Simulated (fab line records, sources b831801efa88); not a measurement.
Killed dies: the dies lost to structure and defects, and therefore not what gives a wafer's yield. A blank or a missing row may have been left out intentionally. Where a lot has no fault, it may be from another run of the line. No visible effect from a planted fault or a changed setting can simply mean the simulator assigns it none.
Struck lot and sound lot, side by side || flow gf180mcu || 14 out of 602 route steps
Sound: these wafers, L728.3, L728.4, L728.5. Wafers struck: L735.1, L735.2, L735.5. The cause comes at the end.
For every step that has rows: the tool of each side, followed by ch and its chambers, followed by its first start. Under that, the readings that differ: sound wafers || struck wafers || difference of the means || sigmas: that difference in standard deviations of wafers without a fault.
alike: words and numbers the same on both sides, and readings whose means are apart by under 2 such deviations; not compared: readings that were withheld, readings missing a value for some wafer, numbers with overlapping values and no deviation given by the record, and bounds like >300 which may hide the same value.
A row with sigmas, a row that says differs or no value, or rows on one side alone: a step with any of these is where the two part. Numbers that don't overlap but have no deviation are shown without sigmas and don't part them. Lack of a reading on every wafer of one side parts them only where that side has two or more wafers.

GF_V5_THK_MEAS_01:
  struck on film_metro-01, day 30 14:40; sound on film_metro-01, day 28 14:49
  alike: V5_CVD_00_THK
GF_V5_CVD_02: deposits SiO2 from TEOS, target thk 1450 nm, time 163.28 s.
  sound on pecvd-01 ch 0,1, day 28 14:51; struck on pecvd-01 ch 1,2, day 30 14:44
  alike: heater_power_outer_w, heater_power_w
GF_V5_THK_MEAS_03:
  struck on film_metro-04, day 30 14:50; sound on film_metro-04, day 28 14:59
  alike: V5_CVD_02_THK
GF_V5_CMP_04: polishes SiO2.
  sound on cmp-01 ch 0,3, day 28 15:04; struck on cmp-01 ch 0,2, day 30 14:57
  alike: motor_current_A
GF_V5_BOW_MEAS_05:
  struck on film_metro-03, day 30 15:12; sound on film_metro-03, day 28 15:22
{"reading": "V5_BOW (um)", "sound": "133 129 135", "struck": "149 154 153", "difference": "+20", "sigmas": "+2"}
then, 7 steps without rows for these wafers: GF_V5_DEHYDRATE_06 (time 60 s); GF_V5_HMDS_07 (prime time 60 s); GF_V5_COAT_08; GF_V5_COAT_09 (resist thk 1000 nm); GF_V5_SOFTBAKE_10 (time 60 s); GF_V5_EXPOSE_11 (exposes mask Via5, target cd 260 nm); GF_V5_PEB_12 (peb time 90 s).
GF_V5_DEVELOP_13: develop time 60 s.
  sound on litho_track-01 ch 0, day 29 10:49; struck on litho_track-03, day 31 08:53
  no value came back on the struck wafers for chill_plate_temp_C (C), develop_time_s (s); on the sound wafers chill_plate_temp_C (C) reads 23.09 23.01 23.01
{"reading": "model.KrF_of_V5_COAT_09.thk_nm (nm)", "sound": "983.5 984.6 983", "struck": "995.6 999.2 999.3", "difference": "+14.3", "sigmas": ""}
GF_V5_CD_MEAS_14: target cd 260 nm.
  struck on cd_sem-01, day 31 09:02; sound on cd_sem-02, day 29 10:58
{"reading": "cd_nm (nm)", "sound": "259.0 259.0 258.8", "struck": "- - -", "difference": "no value on the struck wafers", "sigmas": ""}

WHERE THEY PART
First at GF_V5_BOW_MEAS_05; last, within this record, at GF_V5_CD_MEAS_14.

WHY: the cause the simulator had injected
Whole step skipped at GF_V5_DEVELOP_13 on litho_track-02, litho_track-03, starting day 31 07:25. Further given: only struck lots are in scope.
